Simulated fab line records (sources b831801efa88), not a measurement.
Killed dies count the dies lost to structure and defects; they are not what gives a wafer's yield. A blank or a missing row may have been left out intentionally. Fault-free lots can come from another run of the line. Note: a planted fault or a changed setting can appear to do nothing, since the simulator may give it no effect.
Problem report, 8D (eight disciplines) form, completed by code || flow sky130 || the parts of the form that need people (team, actions taken, sign-off) are left out

1. WHAT WENT WRONG
Across 6 wafers from 2 lots, SD_P_TW at SKY_SD_P_TW_MEAS_11 averages 2657, while fault-free wafers read 2819 with a standard deviation of 12. That puts it -14 standard deviations away from the usual mean.
First seen on wafer L282.1, day 27 14:58, on film-metro-01. The record has a number at this step for 30 wafers belonging to 10 lots. Rule for "out" (also "out of limits"): further than 4 standard deviations from the usual mean. The rest of the wafers with a number are treated as sound.

2. WHAT IT IS AND WHAT IT IS NOT
{"question": "which readings at this step", "is": "SD_P_TW", "is not": "-"}
{"question": "which lots", "is": "L282, L283", "is not": "L278, L292, L293, L294, L295, L296, L297, L299"}
{"question": "which wafers of those lots", "is": "all that have a number", "is not": "-"}
{"question": "read on which gauges", "is": "film-metro-01, film-metro-03", "is not": "film-metro-04"}
{"question": "when", "is": "from day 27 14:58", "is not": "up to then (3 sound wafers); but 21 sound wafers of L292, L293, L294, L295, L296, L297, L299 came after"}

3. WHAT RULES OUT EACH SUSPECT
Counting: a tool at a process step up to the reading stays a suspect if it ran every lot that is out and no sound lot after the first of them.
- the gauge at SKY_SD_P_TW_MEAS_11 has been ruled out. Those wafers that are out were read across 2 gauges (film-metro-01, film-metro-03).
- implanter-02 at SKY_SD_P_IMPLANT_09: ruled out as a lasting fault. After its first lot that is out, L282 (day 27 14:43), sound lots L293, L296, L297 ran on it.
Left after counting: nothing in the record.

4. THE CAUSE (what the simulator had put in)
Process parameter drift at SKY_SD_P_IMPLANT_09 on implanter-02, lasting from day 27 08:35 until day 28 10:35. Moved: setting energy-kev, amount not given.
Counting ruled it out, wrongly: the rule takes a fault to strike every lot that its tool runs from its start on, and this one did not.

5. SEQUENCE OF EFFECTS, ordered by route
Rows list readings where the struck wafers' mean (over those with a number) sits beyond 3 standard deviations from the usual. Only readings for which the record gives a usual standard deviation are gone through. hours: the time from each lot's start at the first step in this table that gives one to its start at this step, as a median over the lots. sigmas: the change in usual standard deviations.
{"hours": 0, "step": "SKY_SD_P_IMPLANT_09", "reading": "beam-energy-keV", "usual": 20.001, "on struck wafers": 16.154, "change": -3.848, "sigmas": "-99 or more"}
{"hours": 0, "step": "SKY_SD_P_STRIP_10", "reading": "strip-time-to-endpoint-s", "usual": "17.51 s", "on struck wafers": 16.94, "change": -0.57, "sigmas": -12}
{"hours": 0, "step": "SKY_SD_P_TW_MEAS_11", "reading": "SD_P_TW", "usual": 2819, "on struck wafers": 2657, "change": -162, "sigmas": -14}
{"hours": 58, "step": "SKY_SD_N_RS_MEAS_17", "reading": "SD_P_RS", "usual": "147.1 ohm/sq", "on struck wafers": 161.4, "change": "+14.3", "sigmas": "+40"}
Its process steps:
- SKY_SD_P_IMPLANT_09
- SKY_SD_P_STRIP_10: strips in O2/N2.
Later measuring or inspecting steps at which every struck wafer that the step has a row for has a number for every such reading, and none has moved that far: SKY_CONTACT_RS_MEAS_25, SKY_VIA1_RS_MEAS_22.

6. HOW IT WOULD HAVE BEEN CAUGHT EARLIER
6 hours passed between the start of the fault at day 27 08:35 and the first reading out of limits at a measuring or inspecting step in this record, taken at day 27 14:58.
Tool's own readings at SKY_SD_P_IMPLANT_09, beam-energy-keV: out on all struck wafers the step has rows for; an alarm limit on them would have tripped on the first.
